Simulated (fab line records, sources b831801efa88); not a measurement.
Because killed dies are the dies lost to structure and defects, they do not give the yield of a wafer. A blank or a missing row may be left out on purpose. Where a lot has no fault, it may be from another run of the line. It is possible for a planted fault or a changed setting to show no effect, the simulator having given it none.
fab line records	flow sky130	part 1 of 2: steps 1 to 33 of 44
record lots=5	wafers=15	last-day=50
route steps=708 shown POLY_GATE@233 LDD_N@237 LDD_P@255 LDD_HVN@267
lots that met no fault: from a run of the same line without faults
start-h: hours from the record's opening day to when the first of the lot's shown wafers began	wait-h: how many hours have passed since the lot's step before this one	" unchanged from the row above	L1.1+2: a single row standing in for several wafers	- no value, or no start given	* or withheld: withheld	< > ~ a bound
route shown NAME@n: NAME is a module with steps in the file, n the number in the route of the first one	usual: mean/standard deviation of fault-free wafers	same: alike in all rows	chamber/n: place in a boat	sites: per-site readings	_std_site: standard deviation of those values	_edge_site: mean of outer sites minus mean of inner sites	radius-mm: how far each site lies from the wafer's centre	mask NAME#n: copy n	behind: the tool/chamber that last shaped the wafer	hold: why the lot went on hold/how many hours it stayed there/how the hold came to an end	device: whichever transistor did not switch (one of n, p or np)	end of line: the tests these same wafers got at the end of their route	a step given without rows: its recipe and nothing more	killed: count of dies lost to structure and defects at first sort (not the wafer's yield)	map: shows each die of a wafer: x if killed, . if not, _ if none is there
set.NAME: the setting that was run; set.NAME@STEP: the one run at that earlier step	model.NAME: the simulator's own value behind a step, which no gauge read
lots at selected steps of the route; one table per step, one row per wafer
services: from which hour (start-h, from the record's first day; less than 0 if before it) a tool's chamber was out of use, for how many hours, and why
## steps
# step SKY_POLY_GATE_CLEAN_19
# recipe chemistry=SC1/SC2	mix=1:4:20	temp-c=70	time-s=150	dry=n2-spin
# usual bath-guard-temp-C=70.3/0.48
lot.wafer	tool	chamber	start-h	wait-h	bath-guard-temp-C
L074.2	wet-bench-04	1	373.15	0.1	70.0
L074.4	"	1	"	"	69.8
L074.5	"	1	"	"	70.2
L080.3	wet-bench-01	3	425.29	0.0	70.0
L080.4	"	3	"	"	69.8
L080.5	"	3	"	"	70.1
L081.2	wet-bench-01	0	435.20	0.1	70.9
L081.3	"	0	"	"	71.0
L081.6	"	0	"	"	70.9
L087.4	wet-bench-04	3	487.47	0.0	71.1
L087.5	"	3	"	"	70.7
L087.6	"	3	"	"	71.2
L094.2	wet-bench-04	2	559.94	0.1	70.0
L094.3	"	2	"	"	70.5
L094.6	"	2	"	"	70.5
# step SKY_POLY_GATE_OXIDATION_20
# recipe temp-c=850	ambient=O2	stabilise-s=600	purge-s=300	target-thk-a=40	ox-time-s=899
# same ox-time-s=899
lot.wafer	tool	chamber	start-h	wait-h
L074.2+4+5	furnace-02	0	373.92	0.7
L080.3+4+5	furnace-01	0	428.83	3.5
L081.2+3+6	furnace-02	0	435.92	0.7
L087.4+5+6	furnace-01	0	487.53	0.0
L094.2+3+6	furnace-01	0	559.99	0.0
# step SKY_POLY_GATE_THK_MEAS_21
# recipe reads=SiO2_of_POLY_GATE_OXIDATION_20
# usual POLY_GATE_OXIDATION_THK=4.02/0.07
lot.wafer	tool	chamber	start-h	wait-h	POLY_GATE_OXIDATION_THK[nm]
L074.2	film-metro-02	-	375.18	0.0	3.96
L074.4	"	-	"	"	3.93
L074.5	"	-	"	"	3.97
L080.3	film-metro-02	-	430.10	0.0	4.10
L080.4	"	-	"	"	4.05
L080.5	"	-	"	"	4.03
L081.2	film-metro-04	-	437.18	0.0	4.05
L081.3	"	-	"	"	4.12
L081.6	"	-	"	"	4.10
L087.4	film-metro-03	-	488.81	0.0	4.05
L087.5	"	-	"	"	4.04
L087.6	"	-	"	"	3.94
L094.2	film-metro-03	-	561.25	0.0	4.09
L094.3	"	-	"	"	3.98
L094.6	"	-	"	"	4.08
# step SKY_POLY_GATE_CD_MEAS_22
# usual cd-nm=150.9/2.4
lot.wafer	tool	chamber	start-h	wait-h	cd-nm
L074.2	cd-sem-02	-	375.26	0.1	149.9
L074.4	"	-	"	"	151.6
L074.5	"	-	"	"	149.0
L080.3	cd-sem-01	-	430.20	0.1	149.8
L080.4	"	-	"	"	153.2
L080.5	"	-	"	"	155.6
L081.2	cd-sem-01	-	437.26	0.1	152.5
L081.3	"	-	"	"	149.0
L081.6	"	-	"	"	151.4
L087.4	cd-sem-02	-	488.92	0.1	149.3
L087.5	"	-	"	"	154.4
L087.6	"	-	"	"	149.9
L094.2	cd-sem-01	-	561.33	0.1	152.5
L094.3	"	-	"	"	146.6
L094.6	"	-	"	"	145.6
# step SKY_LDD_N_DEHYDRATE_00
# recipe temp-c=200	time-s=60
# usual plate-temp-C=199.98/0.17
lot.wafer	tool	chamber	start-h	wait-h	plate-temp-C
L074.2	litho-track-04	0	388.80	13.5	200.32
L074.4	"	0	"	"	200.24
L074.5	"	0	"	"	200.41
L080.3	litho-track-04	0	444.73	14.5	199.79
L080.4	"	0	"	"	200.02
L080.5	"	0	"	"	199.83
L081.2	litho-track-04	0	452.05	14.8	199.98
L081.3	"	0	"	"	199.91
L081.6	"	0	"	"	200.09
L087.4	litho-track-01	0	503.52	14.6	199.96
L087.5	"	0	"	"	199.99
L087.6	"	0	"	"	200.20
L094.2	litho-track-04	0	575.35	14.0	199.89
L094.3	"	0	"	"	200.09
L094.6	"	0	"	"	200.21
# step SKY_LDD_N_HMDS_01
# recipe prime-time-s=60	prime-temp-c=120
lot.wafer	tool	chamber	start-h	wait-h
L074.2+4+5	litho-track-04	0	388.95	0.1
L080.3+4+5	litho-track-04	0	444.88	0.1
L081.2+3+6	litho-track-04	0	452.20	0.1
L087.4+5+6	litho-track-01	0	503.67	0.1
L094.2+3+6	litho-track-04	0	575.50	0.1
# step SKY_LDD_N_COAT_02
# recipe resist=NOVOLAK	spin-rpm=3000	resist-thk-nm=300
lot.wafer	tool	chamber	start-h	wait-h
L074.2+4+5	litho-track-04	0	389.10	0.1
L080.3+4+5	litho-track-04	0	445.03	0.1
L081.2+3+6	litho-track-04	0	452.35	0.1
L087.4+5+6	litho-track-01	0	503.82	0.1
L094.2+3+6	litho-track-04	0	575.65	0.1
# step SKY_LDD_N_SOFTBAKE_03
# recipe temp-c=90	time-s=60	resist=NOVOLAK
# usual plate-temp-C=90.03/0.14
lot.wafer	tool	chamber	start-h	wait-h	plate-temp-C
L074.2	litho-track-04	0	389.25	0.1	90.15
L074.4	"	0	"	"	90.16
L074.5	"	0	"	"	90.01
L080.3	litho-track-04	0	445.18	0.1	89.95
L080.4	"	0	"	"	90.06
L080.5	"	0	"	"	90.19
L081.2	litho-track-04	0	452.50	0.1	89.78
L081.3	"	0	"	"	89.96
L081.6	"	0	"	"	89.97
L087.4	litho-track-01	0	503.97	0.1	89.93
L087.5	"	0	"	"	90.13
L087.6	"	0	"	"	89.95
L094.2	litho-track-04	0	575.80	0.1	89.98
L094.3	"	0	"	"	89.96
L094.6	"	0	"	"	89.84
# step SKY_LDD_N_EXPOSE_04
# recipe mask-id=NTM	target-cd-nm=840	na=0.6	source-shape=conventional	sigma-outer=0.6	dose-mj=110
# usual reticle-temp-C=23.00/0.1	stage-vel-mm-s=499.97/0.26
lot.wafer	tool	chamber	start-h	wait-h	mask	reticle-temp-C	stage-vel-mm-s
L074.2	iline-stepper-01	0	-	-	NTM#0	23.06	499.56
L074.4	"	0	"	"	NTM#0	22.95	499.65
L074.5	"	0	"	"	NTM#0	23.01	500.02
L080.3	iline-stepper-01	0	-	-	NTM#0	23.03	499.96
L080.4	"	0	"	"	NTM#0	22.90	499.94
L080.5	"	0	"	"	NTM#0	22.97	499.87
L081.2	iline-stepper-01	0	-	-	NTM#0	22.86	500.25
L081.3	"	0	"	"	NTM#0	23.06	499.87
L081.6	"	0	"	"	NTM#0	23.01	499.96
L087.4	iline-stepper-02	0	-	-	NTM#0	23.15	499.90
L087.5	"	0	"	"	NTM#0	23.08	499.80
L087.6	"	0	"	"	NTM#0	23.11	500.12
L094.2	iline-stepper-01	0	-	-	NTM#0	22.82	500.43
L094.3	"	0	"	"	NTM#0	22.91	500.12
L094.6	"	0	"	"	NTM#0	22.93	500.35
# step SKY_LDD_N_PEB_05
# recipe temp-c=withheld	time-s=*	resist=NOVOLAK
lot.wafer	tool	chamber	start-h	wait-h
L074.2+4+5	litho-track-04	0	-	-
L080.3+4+5	litho-track-04	0	-	-
L081.2+3+6	litho-track-01	0	-	-
L087.4+5+6	litho-track-04	0	-	-
L094.2+3+6	litho-track-02	0	-	-
# step SKY_LDD_N_DEVELOP_06
# recipe develop-time-s=60	dev-temp-c=23
lot.wafer	tool	chamber	start-h	wait-h
L074.2+4+5	litho-track-04	0	403.40	0.1
L080.3+4+5	litho-track-04	0	461.63	0.1
L081.2+3+6	litho-track-01	0	467.82	0.1
L087.4+5+6	litho-track-04	0	519.10	0.1
L094.2+3+6	litho-track-02	0	590.46	0.1
# step SKY_LDD_N_OVL_MEAS_07
# usual LDD_N_OVL=-1.3/1.3
lot.wafer	tool	chamber	start-h	wait-h	LDD_N_OVL[nm]
L074.2	overlay-02	-	403.53	0.1	0.8
L074.4	"	-	"	"	-1.2
L074.5	"	-	"	"	-0.7
L080.3	overlay-02	-	461.74	0.1	-2.5
L080.4	"	-	"	"	0.2
L080.5	"	-	"	"	-3.1
L081.2	overlay-01	-	467.96	0.1	-4.2
L081.3	"	-	"	"	-4.7
L081.6	"	-	"	"	-0.4
L087.4	overlay-01	-	519.20	0.1	-1.5
L087.5	"	-	"	"	-1.0
L087.6	"	-	"	"	-1.4
L094.2	overlay-02	-	590.59	0.1	-1.9
L094.3	"	-	"	"	0.7
L094.6	"	-	"	"	-0.6
# step SKY_LDD_N_IMPLANT_08
# recipe species=As	energy-kev=20	dose-cm2=7.5e+13	tilt-deg=withheld	rotation-deg=23
lot.wafer	tool	chamber	start-h	wait-h
L074.2+4+5	implanter-02	0	403.59	0.0
L080.3+4+5	implanter-01	0	461.81	0.1
L081.2+3+6	implanter-01	0	468.01	0.0
L087.4+5+6	implanter-03	0	519.29	0.1
L094.2+3+6	implanter-01	0	590.65	0.0
# step SKY_LDD_N_IMPLANT_09
# recipe species=As	energy-kev=20	dose-cm2=7.5e+13	tilt-deg=withheld	rotation-deg=113
lot.wafer	tool	chamber	start-h	wait-h
L074.2+4+5	implanter-02	0	403.74	0.1
L080.3+4+5	implanter-01	0	461.96	0.1
L081.2+3+6	implanter-01	0	468.16	0.1
L087.4+5+6	implanter-03	0	519.44	0.1
L094.2+3+6	implanter-01	0	590.80	0.1
# step SKY_LDD_N_IMPLANT_10
# recipe species=As	energy-kev=20	dose-cm2=7.5e+13	tilt-deg=withheld	rotation-deg=203
lot.wafer	tool	chamber	start-h	wait-h
L074.2+4+5	implanter-02	0	403.89	0.1
L080.3+4+5	implanter-01	0	462.11	0.1
L081.2+3+6	implanter-01	0	468.31	0.1
L087.4+5+6	implanter-03	0	519.59	0.1
L094.2+3+6	implanter-01	0	590.95	0.1
# step SKY_LDD_N_IMPLANT_11
# recipe species=As	energy-kev=20	dose-cm2=7.5e+13	tilt-deg=withheld	rotation-deg=293
lot.wafer	tool	chamber	start-h	wait-h
L074.2+4+5	implanter-02	0	404.04	0.1
L080.3+4+5	implanter-01	0	462.26	0.1
L081.2+3+6	implanter-01	0	468.46	0.1
L087.4+5+6	implanter-03	0	519.74	0.1
L094.2+3+6	implanter-01	0	591.10	0.1
# step SKY_LDD_N_IMPLANT_12
# recipe species=BF2	energy-kev=50	dose-cm2=5e+12	tilt-deg=30	rotation-deg=0
lot.wafer	tool	chamber	start-h	wait-h
L074.2+4+5	implanter-02	0	404.19	0.1
L080.3+4+5	implanter-01	0	462.41	0.1
L081.2+3+6	implanter-01	0	468.61	0.1
L087.4+5+6	implanter-03	0	519.89	0.1
L094.2+3+6	implanter-01	0	591.25	0.1
# step SKY_LDD_N_IMPLANT_13
# recipe species=BF2	energy-kev=50	dose-cm2=5e+12	tilt-deg=30	rotation-deg=90
lot.wafer	tool	chamber	start-h	wait-h
L074.2+4+5	implanter-02	0	404.34	0.1
L080.3+4+5	implanter-01	0	462.56	0.1
L081.2+3+6	implanter-01	0	468.76	0.1
L087.4+5+6	implanter-03	0	520.04	0.1
L094.2+3+6	implanter-01	0	591.40	0.1
# step SKY_LDD_N_IMPLANT_14
# recipe species=BF2	energy-kev=50	dose-cm2=5e+12	tilt-deg=30	rotation-deg=180
lot.wafer	tool	chamber	start-h	wait-h
L074.2+4+5	implanter-02	0	404.49	0.1
L080.3+4+5	implanter-01	0	462.71	0.1
L081.2+3+6	implanter-01	0	468.91	0.1
L087.4+5+6	implanter-03	0	520.19	0.1
L094.2+3+6	implanter-01	0	591.55	0.1
# step SKY_LDD_N_IMPLANT_15
# recipe species=BF2	energy-kev=50	dose-cm2=5e+12	tilt-deg=30	rotation-deg=270
lot.wafer	tool	chamber	start-h	wait-h
L074.2+4+5	implanter-02	0	404.64	0.1
L080.3+4+5	implanter-01	0	462.86	0.1
L081.2+3+6	implanter-01	0	469.06	0.1
L087.4+5+6	implanter-03	0	520.34	0.1
L094.2+3+6	implanter-01	0	591.70	0.1
# step SKY_LDD_N_STRIP_16
# recipe chemistry=O2/N2	power-w=1400	pressure-mtorr=1500	platen-temp-c=withheld	o2-flow-sccm=3000	n2-flow-sccm=300	overash-fraction=0.5
# usual drypump-motor-current-A=5.9/0.54	o2-flow-sccm=3002/8.9	oes-product-au=0.407/0.0046	strip-time-to-endpoint-s=4.312/0.015
lot.wafer	tool	chamber	start-h	wait-h	drypump-motor-current-A	o2-flow-sccm	oes-product-au	rf-hours-counter-h	strip-time-to-endpoint-s
L074.2	plasma-asher-04	0	404.76	0.1	6.6	3013	0.403	29	4.304
L074.4	"	0	"	"	6.6	3014	0.407	-	4.321
L074.5	"	0	"	"	6.6	3017	0.413	-	4.305
L080.3	plasma-asher-04	0	463.00	0.1	6.6	2999	0.405	-	4.330
L080.4	"	1	"	"	5.5	2992	0.404	-	4.322
L080.5	"	0	"	"	6.6	3009	0.407	-	4.318
L081.2	plasma-asher-01	0	469.19	0.1	6.1	3010	0.411	4	4.358
L081.3	"	1	"	"	5.7	2997	0.412	-	4.330
L081.6	"	0	"	"	6.1	3007	0.416	-	4.312
L087.4	plasma-asher-04	0	520.45	0.1	6.6	3005	0.402	-	4.326
L087.5	"	1	"	"	5.5	2996	0.405	-	4.275
L087.6	"	0	"	"	6.6	3015	0.403	-	4.278
L094.2	plasma-asher-01	1	591.82	0.1	5.7	3001	0.397	16	4.317
L094.3	"	0	"	"	6.1	3000	0.405	-	4.319
L094.6	"	1	"	"	5.7	3001	0.408	-	4.321
# step SKY_LDD_N_TW_MEAS_17
# usual LDD_N_TW=2576/28
lot.wafer	tool	chamber	start-h	wait-h	LDD_N_TW
L074.2	film-metro-02	-	404.87	0.1	2595
L074.4	"	-	"	"	2605
L074.5	"	-	"	"	2618
L080.3	film-metro-04	-	463.08	0.1	2542
L080.4	"	-	"	"	2537
L080.5	"	-	"	"	2534
L081.2	film-metro-02	-	469.30	0.1	2616
L081.3	"	-	"	"	2599
L081.6	"	-	"	"	2614
L087.4	film-metro-02	-	520.54	0.1	2585
L087.5	"	-	"	"	2599
L087.6	"	-	"	"	2597
L094.2	film-metro-04	-	591.93	0.1	2536
L094.3	"	-	"	"	2555
L094.6	"	-	"	"	2530
# step SKY_LDD_P_DEHYDRATE_00
# recipe temp-c=200	time-s=60
# usual plate-temp-C=199.99/0.17
lot.wafer	tool	chamber	start-h	wait-h	plate-temp-C
L074.2	litho-track-03	0	418.73	13.8	200.15
L074.4	"	0	"	"	199.70
L074.5	"	0	"	"	199.85
L080.3	litho-track-01	0	477.15	14.1	200.27
L080.4	"	0	"	"	200.28
L080.5	"	0	"	"	199.99
L081.2	litho-track-03	0	484.03	14.7	200.03
L081.3	"	0	"	"	200.03
L081.6	"	0	"	"	200.03
L087.4	litho-track-03	0	534.43	13.9	200.25
L087.5	"	0	"	"	200.16
L087.6	"	0	"	"	200.06
L094.2	litho-track-02	0	605.66	13.7	199.70
L094.3	"	0	"	"	199.83
L094.6	"	0	"	"	200.10
# step SKY_LDD_P_HMDS_01
# recipe prime-time-s=60	prime-temp-c=120
lot.wafer	tool	chamber	start-h	wait-h
L074.2+4+5	litho-track-03	0	418.88	0.1
L080.3+4+5	litho-track-01	0	477.30	0.1
L081.2+3+6	litho-track-03	0	484.18	0.1
L087.4+5+6	litho-track-03	0	534.58	0.1
L094.2+3+6	litho-track-02	0	605.81	0.1
# step SKY_LDD_P_COAT_02
# recipe resist=NOVOLAK	spin-rpm=3000	resist-thk-nm=1140
lot.wafer	tool	chamber	start-h	wait-h
L074.2+4+5	litho-track-03	0	419.03	0.1
L080.3+4+5	litho-track-01	0	477.45	0.1
L081.2+3+6	litho-track-03	0	484.33	0.1
L087.4+5+6	litho-track-03	0	534.73	0.1
L094.2+3+6	litho-track-02	0	605.96	0.1
# step SKY_LDD_P_SOFTBAKE_03
# recipe temp-c=90	time-s=60	resist=NOVOLAK
# usual plate-temp-C=90.00/0.12
lot.wafer	tool	chamber	start-h	wait-h	plate-temp-C
L074.2	litho-track-03	0	419.18	0.1	90.01
L074.4	"	0	"	"	89.79
L074.5	"	0	"	"	90.07
L080.3	litho-track-01	0	477.60	0.1	90.03
L080.4	"	0	"	"	89.92
L080.5	"	0	"	"	90.01
L081.2	litho-track-03	0	484.48	0.1	90.01
L081.3	"	0	"	"	90.14
L081.6	"	0	"	"	89.92
L087.4	litho-track-03	0	534.88	0.1	89.81
L087.5	"	0	"	"	89.98
L087.6	"	0	"	"	89.99
L094.2	litho-track-02	0	606.11	0.1	89.79
L094.3	"	0	"	"	90.02
L094.6	"	0	"	"	89.93
# step SKY_LDD_P_EXPOSE_04
# recipe mask-id=PSDM	na=0.6	source-shape=conventional	sigma-outer=0.6	polarization=unpolarized	target-cd-nm=380	dose-mj=138
# usual reticle-temp-C=23.00/0.12	stage-vel-mm-s=500.01/0.23
lot.wafer	tool	chamber	start-h	wait-h	mask	reticle-temp-C	stage-vel-mm-s
L074.2	iline-stepper-02	0	-	-	PSDM#0	23.05	500.29
L074.4	"	0	"	"	PSDM#0	23.09	499.71
L074.5	"	0	"	"	PSDM#0	23.02	500.35
L080.3	iline-stepper-01	0	-	-	PSDM#0	23.30	499.92
L080.4	"	0	"	"	PSDM#0	23.03	500.35
L080.5	"	0	"	"	PSDM#0	23.36	499.86
L081.2	iline-stepper-01	0	-	-	PSDM#0	23.04	500.06
L081.3	"	0	"	"	PSDM#0	23.08	499.93
L081.6	"	0	"	"	PSDM#0	23.05	499.79
L087.4	iline-stepper-02	0	-	-	PSDM#0	23.06	499.89
L087.5	"	0	"	"	PSDM#0	22.99	500.07
L087.6	"	0	"	"	PSDM#0	23.18	499.86
L094.2	iline-stepper-01	0	-	-	PSDM#0	22.98	500.21
L094.3	"	0	"	"	PSDM#0	22.94	500.03
L094.6	"	0	"	"	PSDM#0	22.93	499.91
# step SKY_LDD_P_PEB_05
# recipe temp-c=withheld	time-s=*	resist=NOVOLAK
lot.wafer	tool	chamber	start-h	wait-h
L074.2+4+5	litho-track-02	0	-	-
L080.3+4+5	litho-track-02	0	-	-
L081.2+3+6	litho-track-02	0	-	-
L087.4+5+6	litho-track-02	0	-	-
L094.2+3+6	litho-track-01	0	-	-
# step SKY_LDD_P_DEVELOP_06
# recipe resist=NOVOLAK	developer=TMAH	develop-time-s=60	dev-temp-c=23
lot.wafer	tool	chamber	start-h	wait-h
L074.2+4+5	litho-track-02	0	434.06	0.1
L080.3+4+5	litho-track-02	0	493.49	0.1
L081.2+3+6	litho-track-02	0	500.26	0.1
L087.4+5+6	litho-track-02	0	549.66	0.1
L094.2+3+6	litho-track-01	0	620.97	0.1
# step SKY_LDD_P_CD_MEAS_07
# recipe target-cd-nm=380
# usual cd-nm=379.0/2.6
lot.wafer	tool	chamber	start-h	wait-h	cd-nm
L074.2	cd-sem-01	-	434.21	0.1	380.9
L074.4	"	-	"	"	380.6
L074.5	"	-	"	"	381.1
L080.3	cd-sem-02	-	493.63	0.1	378.1
L080.4	"	-	"	"	377.3
L080.5	"	-	"	"	380.6
L081.2	cd-sem-01	-	500.41	0.1	379.7
L081.3	"	-	"	"	379.9
L081.6	"	-	"	"	380.7
L087.4	cd-sem-01	-	549.80	0.1	373.4
L087.5	"	-	"	"	375.9
L087.6	"	-	"	"	378.5
L094.2	cd-sem-01	-	621.12	0.1	383.5
L094.3	"	-	"	"	383.7
L094.6	"	-	"	"	380.8
# step SKY_LDD_P_OVL_MEAS_08
# usual LDD_P_OVL=-0.2/1.3
lot.wafer	tool	chamber	start-h	wait-h	LDD_P_OVL[nm]
L074.2	overlay-01	-	434.31	0.1	-0.7
L074.4	"	-	"	"	1.5
L074.5	"	-	"	"	1.1
L080.3	overlay-02	-	493.72	0.1	-1.7
L080.4	"	-	"	"	0.0
L080.5	"	-	"	"	-2.3
L081.2	overlay-01	-	500.51	0.1	-2.1
L081.3	"	-	"	"	-1.4
L081.6	"	-	"	"	-0.9
L087.4	overlay-01	-	549.87	0.1	0.1
L087.5	"	-	"	"	2.7
L087.6	"	-	"	"	-0.1
L094.2	overlay-01	-	621.23	0.1	0.7
L094.3	"	-	"	"	0.0
L094.6	"	-	"	"	0.3
# step SKY_LDD_P_IMPLANT_09
# recipe species=BF2	energy-kev=25	dose-cm2=1e+13	tilt-deg=withheld
lot.wafer	tool	chamber	start-h	wait-h
L074.2+4+5	implanter-04	0	434.37	0.0
L080.3+4+5	implanter-03	0	493.79	0.1
L081.2+3+6	implanter-04	0	500.57	0.0
L087.4+5+6	implanter-03	0	549.97	0.1
L094.2+3+6	implanter-04	0	621.28	0.0
# step SKY_LDD_P_STRIP_10
# recipe chemistry=O2/N2	power-w=1400	pressure-mtorr=1500	platen-temp-c=withheld	o2-flow-sccm=3000	n2-flow-sccm=300	overash-fraction=0.5
# usual drypump-motor-current-A=5.6/0.48	o2-flow-sccm=2999/10	oes-product-au=0.716/0.0049	strip-time-to-endpoint-s=14.16/0.035
lot.wafer	tool	chamber	start-h	wait-h	drypump-motor-current-A	o2-flow-sccm	oes-product-au	rf-hours-counter-h	strip-time-to-endpoint-s
L074.2	plasma-asher-02	0	434.49	0.1	4.9	3010	0.719	61	14.16
L074.4	"	0	"	"	4.9	3019	0.716	-	14.11
L074.5	"	1	"	"	6.1	2999	0.717	-	14.11
L080.3	plasma-asher-02	0	493.93	0.1	4.9	2989	0.710	-	14.18
L080.4	"	1	"	"	6.1	3020	0.713	-	14.17
L080.5	"	1	"	"	6.2	2997	0.720	-	14.14
L081.2	plasma-asher-03	1	500.69	0.1	5.3	3005	0.720	75	14.22
L081.3	"	0	"	"	5.3	2999	0.711	-	14.23
L081.6	"	0	"	"	5.3	2984	0.720	-	14.15
L087.4	plasma-asher-03	1	550.08	0.1	5.3	2997	0.720	-	14.19
L087.5	"	1	"	"	5.2	2990	0.713	-	14.16
L087.6	"	0	"	"	5.3	3015	0.712	-	14.22
L094.2	plasma-asher-02	1	621.41	0.1	6.2	3007	0.720	80	14.05
L094.3	"	1	"	"	6.2	3006	0.719	-	14.15
L094.6	"	0	"	"	4.9	2991	0.714	-	14.07
